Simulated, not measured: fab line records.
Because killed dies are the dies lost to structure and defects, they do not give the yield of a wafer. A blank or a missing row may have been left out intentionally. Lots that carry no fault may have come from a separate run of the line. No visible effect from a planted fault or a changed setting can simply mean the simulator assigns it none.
Which tool did it?	flow gf180mcu	10 lots, 30 wafers sampled, at 6 steps of a route of 602

WHAT EACH GAUGE READ, for each wafer
GF_CONTACT_THK_MEAS_26: measures by xrf.
lot	measured	on	CONTACT_W_THK (nm)
L496	day 15 20:19	film-metro-01	302 296 299
L497	day 16 02:13	film-metro-01	305 297 307
L498	day 16 11:37	film-metro-04	294 294 292
L502	day 19 00:50	film-metro-03	293 293 294
L507	day 20 13:10	film-metro-01	297 293 293
L508	day 20 21:31	film-metro-04	297 293 296
L509	day 21 01:03	film-metro-01	300 305 302
L512	day 22 07:55	film-metro-04	299 295 296
L518	day 23 22:28	film-metro-03	299 300 298
L519	day 24 06:50	film-metro-03	297 290 292

GF_V2_RS_MEAS_24: the measuring method here is four-point-probe.
lot	measured	on	V2_W_RS (ohm/sq)
L496	day 20 00:59	film-metro-04	0.330 0.324 0.327
L497	day 20 05:35	film-metro-04	0.320 0.323 0.323
L498	day 20 15:21	film-metro-01	0.326 0.326 0.327
L502	day 23 06:23	film-metro-04	0.329 0.335 0.323
L507	day 24 15:43	film-metro-04	0.581 0.588 0.326
L508	day 24 23:28	film-metro-03	0.569 0.581 0.321
L509	day 25 03:29	film-metro-04	0.589 0.324 0.325
L512	day 26 06:01	film-metro-04	0.327 0.328 0.329
L518	day 27 15:57	film-metro-01	0.320 0.321 0.329
L519	day 27 23:48	film-metro-01	0.322 0.322 0.320

GF_V2_THK_MEAS_25: measures by xrf.
lot	measured	on	V2_W_THK (nm)
L496	day 20 01:05	film-metro-04	342 350 346
L497	day 20 05:41	film-metro-04	354 351 351
L498	day 20 15:27	film-metro-01	347 349 348
L502	day 23 06:31	film-metro-04	342 336 349
L507	day 24 15:49	film-metro-04	195 195 346
L508	day 24 23:35	film-metro-03	198 196 348
L509	day 25 03:35	film-metro-04	194 352 350
L512	day 26 06:08	film-metro-04	345 346 346
L518	day 27 16:04	film-metro-01	355 354 346
L519	day 27 23:55	film-metro-01	353 353 356

WHICH TOOL RAN EACH LOT (tool, then ch and the chambers of the sampled wafers, then the start)
lot	GF_M2_SPUTTER_00	GF_V2_ETCH_16	GF_V2_CVD_23
L496	pvd-sputter-03, day 17 21:19	rie-diel-02 ch 1,2, day 20 00:04	cvd-w-02 ch 0,1, day 20 00:52
L497	pvd-sputter-03, day 18 03:26	rie-diel-04 ch 1,2, day 20 04:39	cvd-w-02 ch 0,1, day 20 05:27
L498	pvd-sputter-01, day 18 13:15	rie-diel-02 ch 0,3, day 20 14:24	cvd-w-02 ch 0,1, day 20 15:14
L502	pvd-sputter-01, day 21 04:43	rie-diel-01 ch 0,2,3, day 23 05:31	cvd-w-01 ch 0,1, day 23 06:16
L507	pvd-sputter-04, day 22 16:28	rie-diel-02 ch 0,2,3, day 24 14:49	cvd-w-02 ch 0,1, day 24 15:37
L508	pvd-sputter-03, day 23 00:41	rie-diel-02 ch 0,1,3, day 24 22:07	cvd-w-02 ch 0,1, day 24 23:21
L509	pvd-sputter-01, day 23 04:04	rie-diel-01 ch 0,2,3, day 25 02:13	cvd-w-02 ch 0,1, day 25 03:21
L512	pvd-sputter-04, day 24 08:58	rie-diel-01 ch 1,3, day 26 05:01	cvd-w-01 ch 1, day 26 05:49
L518	pvd-sputter-04, day 25 21:04	rie-diel-04 ch 0,1,2, day 27 15:04	cvd-w-01 ch 0,1, day 27 15:49
L519	pvd-sputter-01, day 26 04:25	rie-diel-02 ch 1,2,3, day 27 22:49	cvd-w-01 ch 0, day 27 23:35
- GF_M2_SPUTTER_00: material Ti, target thk 37.5 nm, time 150 s.
- GF_V2_ETCH_16: etches BARC in N2/H2.
- GF_V2_CVD_23: deposits W, target thk 350 nm, time 104.94 s.

AS READ BY THE TOOLS THEMSELVES (means over the sampled wafers that have a number; for cases with no such wafer, the mark the record gives instead)
GF_M2_SPUTTER_00.
lot	tool	chamber-pressure-pa (Pa)	throttle-valve-pct (%)
L496	pvd-sputter-03	1.997	30.0
L497	pvd-sputter-03	2.003	29.8
L498	pvd-sputter-01	2.000	31.0
L502	pvd-sputter-01	1.997	30.9
L507	pvd-sputter-04	2.003	29.5
L508	pvd-sputter-03	1.996	29.5
L509	pvd-sputter-01	1.997	30.5
L512	pvd-sputter-04	2.002	29.3
L518	pvd-sputter-04	1.999	29.0
L519	pvd-sputter-01	2.003	31.0

GF_V2_ETCH_16.
lot	tool	drypump-motor-current-A (A)	oes-product-au (a.u.)	throttle-valve-pct (%)
L496	rie-diel-02	5.9	0.853	13.228
L497	rie-diel-04	5.5	0.850	13.227
L498	rie-diel-02	5.7	0.859	13.215
L502	rie-diel-01	5.9	0.860	13.231
L507	rie-diel-02	5.8	0.858	13.227
L508	rie-diel-02	6.0	0.856	13.224
L509	rie-diel-01	5.9	0.854	13.225
L512	rie-diel-01	6.0	0.853	13.238
L518	rie-diel-04	5.6	0.857	13.226
L519	rie-diel-02	5.8	0.859	13.218

GF_V2_CVD_23.
lot	tool	heater-power-w (W)
L496	cvd-w-02	746
L497	cvd-w-02	791
L498	cvd-w-02	755
L502	cvd-w-01	903
L507	cvd-w-02	755
L508	cvd-w-02	826
L509	cvd-w-02	758
L512	cvd-w-01	991
L518	cvd-w-01	833
L519	cvd-w-01	759

THE ANSWER, worked out from the rows above alone
Rule: usual is defined by the lots themselves. Put in order of their means at a reading, lots are off if they are a third of the lots or fewer, leave a main group of 4 or more, and stand apart from it by a gap of 3 or more times the standard deviation of the main group's means; of several such gaps the widest counts. The tables above print the reading to a certain number of digits; a main group whose means all agree to those digits is not used. A lot without any number at a reading at which 4 lots or more have one is off too. The other lots that the step has rows for count as sound. Order of review: gauges by route order, followed by the tools' own readings, for which a lot's mean as printed above is used. At the first step where some lot is off, the reading lying furthest off is the one used; lots without a number count as furthest.
Off: L507, L508, L509, at GF_V2_RS_MEAS_24 (V2_W_RS). Main group: mean 0.325 ohm/sq, sd 0.0028.
If a tool, at a process step before that reading, ran all the lots that are off and no sound lot after the first of them, it fits. The gauges at GF_V2_RS_MEAS_24 are tried like those tools. One fits: cvd-w-02 at GF_V2_CVD_23. Its last sound lot is L498 (day 20 15:14), its first lot that is off L507 (day 24 15:37): a fault that began between those two fits.

WHAT WAS PUT IN BY THE SIMULATOR
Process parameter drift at GF_V2_CVD_23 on cvd-w-02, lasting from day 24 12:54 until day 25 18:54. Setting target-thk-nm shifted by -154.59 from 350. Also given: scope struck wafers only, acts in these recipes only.
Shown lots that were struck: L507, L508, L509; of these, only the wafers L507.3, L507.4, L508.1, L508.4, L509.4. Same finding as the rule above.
